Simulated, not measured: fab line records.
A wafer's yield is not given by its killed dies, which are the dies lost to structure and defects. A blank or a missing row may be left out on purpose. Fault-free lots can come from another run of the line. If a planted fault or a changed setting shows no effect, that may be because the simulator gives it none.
One fault through the eyes of 2 desks + flow sky130 + every desk sees just its own numbers, and what lay behind them comes last

## FROM THE METROLOGY DESK
Means of the sampled wafers that have a number, per lot and without regard to the tool the lot ran on: this is what the gauges read. Any lot whose mean is over 4 standard deviations away from the usual mean is out of limits and marked OUT; that distance is given in the brackets.
Columns: A = VIA2_W_RS at SKY_VIA2_RS_MEAS_22, usual 0.274 ohm/sq; B = CAPM_CVD_00_THK at SKY_CAPM_THK_MEAS_01, usual 15.47 nm; C = CAPM_TIN_RS at SKY_CAPM_RS_MEAS_03, usual 6.94 ohm/sq; D = CAPM_TIN_THK at SKY_CAPM_THK_MEAS_04, usual 200.9 nm; E = CAPM_OVL at SKY_CAPM_OVL_MEAS_12, usual 0.5 nm
| lot  | first seen here | A     | B     | C               | D                | E    |
|------|-----------------|-------|-------|-----------------|------------------|------|
| L487 | day 35 22:19    | 0.277 | 15.48 | 6.99            | 199.6            | -1.3 |
| L491 | day 37 22:11    | 0.273 | 15.27 | 6.94            | 201.0            | 1.4  |
| L492 | day 38 06:54    | 0.278 | 15.52 | 6.97            | 200.3            | 0.9  |
| L494 | day 38 12:04    | 0.274 | 15.84 | 6.93            | 201.2            | 0.8  |
| L498 | day 39 21:34    | 0.275 | 15.45 | 7.04            | 197.2            | -0.4 |
| L499 | day 39 23:25    | 0.276 | 15.40 | 7.62 (+8.0) OUT | 183.4 (-7.3) OUT | 1.0  |
| L501 | day 40 10:17    | 0.278 | 15.36 | 7.73 (+9.3) OUT | 180.5 (-8.5) OUT | 0.5  |
| L502 | day 40 18:31    | 0.271 | 15.25 | 7.75 (+9.5) OUT | 180.4 (-8.5) OUT | -1.1 |
| L510 | day 43 02:23    | 0.272 | 15.29 | 7.06            | 197.5            | 3.5  |
| L509 | day 43 03:10    | 0.276 | 15.28 | 7.03            | 200.0            | -0.9 |
This desk's result: L499, L501, L502 out of limits, first on L499 (CAPM_TIN_RS at SKY_CAPM_RS_MEAS_03), day 40 00:15. L487, L491, L492, L494, L498, L510, L509 stayed within limits.

## THE TOOL OWNER'S DESK: pvdSputter-01
The tool's own readings at SKY_CAPM_SPUTTER_02 (material TiN, target thk 200 nm, time 166.7 s): means of the sampled wafers that have a number, for each lot that ran on this tool. Any lot whose mean is over 4 standard deviations away from the usual mean is out of limits and marked OUT; that distance is given in the brackets.
Columns: A = cathodeDcPowerW at SKY_CAPM_SPUTTER_02, usual 6500.0 W; B = chamberPressurePa at SKY_CAPM_SPUTTER_02, usual 0.3999 Pa; C = substrateTempC at SKY_CAPM_SPUTTER_02, usual 300.03 C; D = throttleValvePct at SKY_CAPM_SPUTTER_02, usual 29.5 %
| lot  | first seen here | A                        | B      | C      | D    |
|------|-----------------|--------------------------|--------|--------|------|
| L487 | day 35 23:01    | 6500.0                   | 0.3999 | 300.17 | 29.4 |
| L491 | day 37 22:53    | 6499.1                   | 0.4002 | 299.98 | 29.6 |
| L492 | day 38 07:37    | 6499.6                   | 0.3998 | 300.01 | 29.0 |
| L499 | day 40 00:08    | 5887.1 (-99 or more) OUT | 0.3997 | 299.89 | 29.0 |
| L501 | day 40 11:01    | 5887.4 (-99 or more) OUT | 0.4005 | 300.18 | 28.7 |
| L502 | day 40 19:12    | 5887.3 (-99 or more) OUT | 0.3997 | 300.04 | 28.7 |
This desk's verdict: out of limits on L499, L501, L502, starting with L499 at day 40 00:08 (cathodeDcPowerW at SKY_CAPM_SPUTTER_02). L487, L491, L492 stayed within limits.

## ALL TOGETHER
The tool owner's desk could have raised an alarm at day 40 00:08, on L499, L501, L502.
An alarm was possible from the metrology desk at day 40 00:15, on L499, L501, L502.
Every lot named ran SKY_CAPM_SPUTTER_02 on pvdSputter-01.

## WHAT THE SIMULATOR PUT IN
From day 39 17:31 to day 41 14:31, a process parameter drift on pvdSputter-01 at SKY_CAPM_SPUTTER_02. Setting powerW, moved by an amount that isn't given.
Struck lots among those shown: L499, L501, L502.
Hours from the fault's start to each desk's first reading out of limits: the tool owner's desk, 7; the metrology desk, 7.
